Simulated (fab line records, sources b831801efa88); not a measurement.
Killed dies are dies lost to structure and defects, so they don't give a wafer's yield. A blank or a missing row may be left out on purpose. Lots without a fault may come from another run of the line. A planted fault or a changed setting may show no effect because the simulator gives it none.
A struck lot beside a sound one | flow sky130 | 43 steps out of a route of 708
Sound: wafers L187.1, L187.2, L187.3. Struck: wafers L196.4, L196.5, L196.6. The cause comes at the end.
At each step with rows: each side's tool, then ch and its chambers, then its first start. Under that, the readings that differ: sound wafers | struck wafers | difference of the means | sigmas: that difference in standard deviations of wafers without a fault.
alike: readings whose means differ by less than 2 such deviations, and words and numbers that are the same on both sides. not compared: withheld readings, readings that some wafer has no value for, bounds like >300 that may hide the same value, and numbers for which the record gives no deviation and whose values overlap.
The two part at a step that has a row with sigmas, a row that says differs or no value, or rows on one side only. Numbers that don't overlap but have no deviation are shown without sigmas and don't part them. A reading that every wafer of one side lacks parts them only if that side has two wafers or more.

first, 6 steps without rows for these wafers: SKY_FIELD_ISO_COAT_07 (resist thk 60 nm); SKY_FIELD_ISO_COAT_08 (resist thk 441.6 nm); SKY_FIELD_ISO_SOFTBAKE_09 (time 90 s); SKY_FIELD_ISO_EXPOSE_10 (exposes mask FOM, target cd 150 nm); SKY_FIELD_ISO_PEB_11; SKY_FIELD_ISO_DEVELOP_12 (develop time 60 s).
SKY_FIELD_ISO_CD_MEAS_13: target cd 150 nm.
  sound on cd_sem-01, day 2 22:13; struck on cd_sem-01, day 5 03:34
  alike: cd_nm
SKY_FIELD_ISO_ETCH_14: etches BARC in N2/H2, stops on SiO2, time 45.9 s, target depth 60 nm.
  sound on rie_diel-03 ch 0,1,3, day 2 22:20; struck on rie_diel-02 ch 1,2,3, day 5 03:38
  alike: drypump_motor_current_A, oes_product_au, throttle_valve_pct
  not compared: rf_hours_counter_h
SKY_FIELD_ISO_ETCH_15: etches the open film in CHF3/O2, stops on Si, target depth 180 nm, time 72 s.
  sound on rie_diel-03 ch 0,1,3, day 2 22:22; struck on rie_diel-02 ch 1,2,3, day 5 03:40
  alike: drypump_motor_current_A, oes_product_au, throttle_valve_pct
  not compared: rf_hours_counter_h
SKY_FIELD_ISO_STRIP_16: strips in O2/N2.
  sound on plasma_asher-04 ch 0,1, day 2 22:26; struck on plasma_asher-01 ch 0,1, day 5 03:46
  alike: drypump_motor_current_A, oes_product_au, strip_time_to_endpoint_s
  not compared: rf_hours_counter_h
then, 2 steps without rows for these wafers: SKY_FIELD_ISO_ETCH_17 (etches Si in HBr/Cl2/O2, target depth 342 nm, time 97.7 s); SKY_FIELD_ISO_WET_ETCH_18 (etches Si3N4 in H3PO4, target depth 25 nm, time 286 s).
SKY_FIELD_ISO_CLEAN_19: cleans in SC1/SC2, time 150 s.
  sound on wet_bench-02 ch 2, day 2 22:41; struck on wet_bench-03 ch 2, day 5 03:59
  alike: bath_heat_duty_pct
then, 3 steps without rows for these wafers: SKY_FIELD_ISO_CLEAN_20 (cleans in dHF, time 20 s); SKY_FIELD_ISO_WET_ETCH_21 (etches SiO2 in dHF, target depth 20 nm, time 400 s); SKY_FIELD_ISO_OXIDATION_22 (stabilise 600 s, purge 300 s, target thk 10 nm).
SKY_FIELD_ISO_THK_MEAS_23:
  sound on film_metro-03, day 3 06:34; struck on film_metro-04, day 5 06:50
  reading                         | sound          | struck            | difference | sigmas
  FIELD_ISO_OXIDATION_01_THK (nm) | 9.86 9.74 9.78 | 10.32 10.33 10.37 | +0.55      | +3
then, 1 step without rows for these wafers: SKY_FIELD_ISO_CVD_24 (deposits SiO2, target thk 595 nm, time 99.2 s).
SKY_FIELD_ISO_THK_MEAS_25:
  sound on film_metro-02, day 3 06:41; struck on film_metro-03, day 5 06:58
  alike: FIELD_ISO_CVD_24_THK
then, 1 step without rows for these wafers: SKY_FIELD_ISO_ANNEAL_26 (time 1800 s).
SKY_FIELD_ISO_CMP_27: polishes, stops on Si3N4, t overpolish 16 s, target thk 457.8 nm.
  sound on cmp-01 ch 0,2,3, day 3 12:07; struck on cmp-02 ch 0,1, day 5 08:30
  alike: motor_current_A, overpolish_run_s, slurry_flow_ml_min, time_to_endpoint_s
then, 5 steps without rows for these wafers: SKY_FIELD_ISO_WET_ETCH_28 (etches SiO2 in dHF, target depth 23.7 nm, time 47 s); SKY_FIELD_ISO_WET_ETCH_29 (etches Si3N4 in H3PO4, target depth 160 nm, time 1825 s); SKY_FIELD_ISO_WET_ETCH_30 (etches SiO2 in dHF, target depth 25 nm, time 50 s); SKY_NWELL_CLEAN_00 (cleans in SC1/SC2, time 150 s); SKY_NWELL_OXIDATION_01 (stabilise 600 s, purge 300 s, target thk 10 nm).
SKY_NWELL_THK_MEAS_02:
  sound on film_metro-01, day 3 19:14; struck on film_metro-01, day 5 14:17
  alike: NWELL_OXIDATION_THK
then, 8 steps without rows for these wafers: SKY_DNWELL_DEHYDRATE_00 (time 60 s); SKY_DNWELL_HMDS_01 (prime time 60 s); SKY_DNWELL_COAT_02 (resist thk 3036 nm); SKY_DNWELL_SOFTBAKE_03; SKY_DNWELL_EXPOSE_04 (exposes mask DNM, target cd 3000 nm); SKY_DNWELL_PEB_05; SKY_DNWELL_DEVELOP_06 (develop time 60 s); SKY_DNWELL_IMPLANT_07.
SKY_DNWELL_STRIP_08: strips in O2/N2.
  sound on plasma_asher-01 ch 0,1, day 4 09:49; struck on plasma_asher-03 ch 0,1, day 6 07:32
  alike: drypump_motor_current_A, oes_product_au, strip_time_to_endpoint_s
  not compared: rf_hours_counter_h
SKY_DNWELL_TW_MEAS_09:
  sound on film_metro-03, day 4 09:55; struck on film_metro-03, day 6 07:38
  alike: DNWELL_TW
then, 5 steps without rows for these wafers: SKY_PWDE_DEHYDRATE_00 (time 60 s); SKY_PWDE_HMDS_01 (prime time 60 s); SKY_PWDE_COAT_02 (resist thk 3000 nm); SKY_PWDE_SOFTBAKE_03; SKY_PWDE_EXPOSE_04 (exposes mask PWDEM, target cd 840 nm).
-- the record jumps here: 43 days lie between the struck wafers' starts before and after (it left off in module PWDE and takes up again in module PAD_OPEN, whose first step shown is number 708 of the route) --
SKY_PAD_OPEN_PROBE_99:
  the record has rows for the struck wafers here (prober-01, day 49 07:07) and none for the sound ones

WHERE THEY PART
First at SKY_FIELD_ISO_THK_MEAS_23; last, within this record, at SKY_PAD_OPEN_PROBE_99.

WHY: what the simulator had put in
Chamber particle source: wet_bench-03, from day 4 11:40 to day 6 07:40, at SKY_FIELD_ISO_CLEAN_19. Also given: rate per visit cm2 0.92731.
